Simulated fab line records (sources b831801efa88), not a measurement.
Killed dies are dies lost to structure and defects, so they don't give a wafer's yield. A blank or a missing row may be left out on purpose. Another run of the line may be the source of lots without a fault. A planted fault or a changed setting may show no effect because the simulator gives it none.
Problem report, 8D (eight disciplines) form, completed by code	flow sky130	the parts of the form that need people (team, actions taken, sign-off) are left out

## 1. WHAT IS WRONG
Across 6 wafers from 2 lots, VT_ADJUST_LVTN_TW at SKY_VT_ADJUST_LVTN_TW_MEAS_10 averages 269.2, while fault-free wafers read 242.1 with a standard deviation of 2.5. That is +11 standard deviations from the usual mean.
Seen first at day 10 02:36 on film-metro-03, wafer L800.1. At this step, 36 wafers from 12 lots have a number in the record. The rule behind "out" and "out of limits": a value lying over 4 standard deviations away from the usual mean. All remaining wafers that have a number are taken as sound.

## 2. WHAT THIS IS AND IS NOT
question	is	is not
which readings at this step	VT_ADJUST_LVTN_TW	-
which lots	L800, L803	L789, L790, L791, L793, L794, L796, L801, L806, L808, L812
which wafers of those lots	all that have a number	-
read on which gauges	film-metro-02, film-metro-03	film-metro-01
when	from day 10 02:36	up to then (18 sound wafers); but 12 sound wafers of L801, L806, L808, L812 came after

## 3. THE SUSPECTS, EACH WITH WHAT RULES IT OUT
Counting: a tool at any process step up to the reading remains a suspect when it ran all the lots that are out and ran no sound lot after the first of those.
- the gauge at SKY_VT_ADJUST_LVTN_TW_MEAS_10: ruled out. The wafers that are out were read on 2 gauges (film-metro-02, film-metro-03).
- implanter-04 at SKY_VT_ADJUST_LVTN_IMPLANT_08: ruled out as a lasting fault. Sound lots L812 ran on it after its first lot that is out, L800 (day 10 02:21).
Left after counting: nothing in the record.

## 4. THE CAUSE (what the simulator had put in)
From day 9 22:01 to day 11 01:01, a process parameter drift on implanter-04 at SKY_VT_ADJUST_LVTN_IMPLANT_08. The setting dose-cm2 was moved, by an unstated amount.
It was ruled out by counting, in error; the rule expects a fault to strike all lots run on its tool from its start on, and this fault did not.

## 5. THE EFFECT CHAIN, in route order
Rows list readings where the struck wafers' mean (over those with a number) sits beyond 3 standard deviations from the usual. Scope: only readings with a usual standard deviation given in the record; hours: median across lots of the time from each lot's start at the first step in this table that gives one to its start at this step; sigmas: change in usual standard deviations.
hours	step	reading	usual	on struck wafers	change	sigmas
0	SKY_VT_ADJUST_LVTN_IMPLANT_08	dose-ions-cm2	1.5699e+12	2.2127e+12	+6.4278e+11	+99 or more
0	SKY_VT_ADJUST_LVTN_IMPLANT_08	faraday-current-uA	8.84	12.39	+3.55	+19
0	SKY_VT_ADJUST_LVTN_TW_MEAS_10	VT_ADJUST_LVTN_TW	242.1	269.2	+27.1	+11
The process steps in it:
- SKY_VT_ADJUST_LVTN_IMPLANT_08
Later steps that measure or inspect, where all struck wafers having a row at the step show a number for every such reading and not one has moved that far: SKY_VT_ADJUST_LVTN_OVL_MEAS_18.

## 6. HOW IT WOULD HAVE BEEN CAUGHT EARLIER
In this record the first reading out of limits at a measuring or inspecting step was taken at day 10 02:36, 5 hours after the fault began at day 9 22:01.
Tool's own readings at SKY_VT_ADJUST_LVTN_IMPLANT_08, dose-ions-cm2, faraday-current-uA: out on all struck wafers the step has rows for; an alarm limit on them would have tripped on the first.
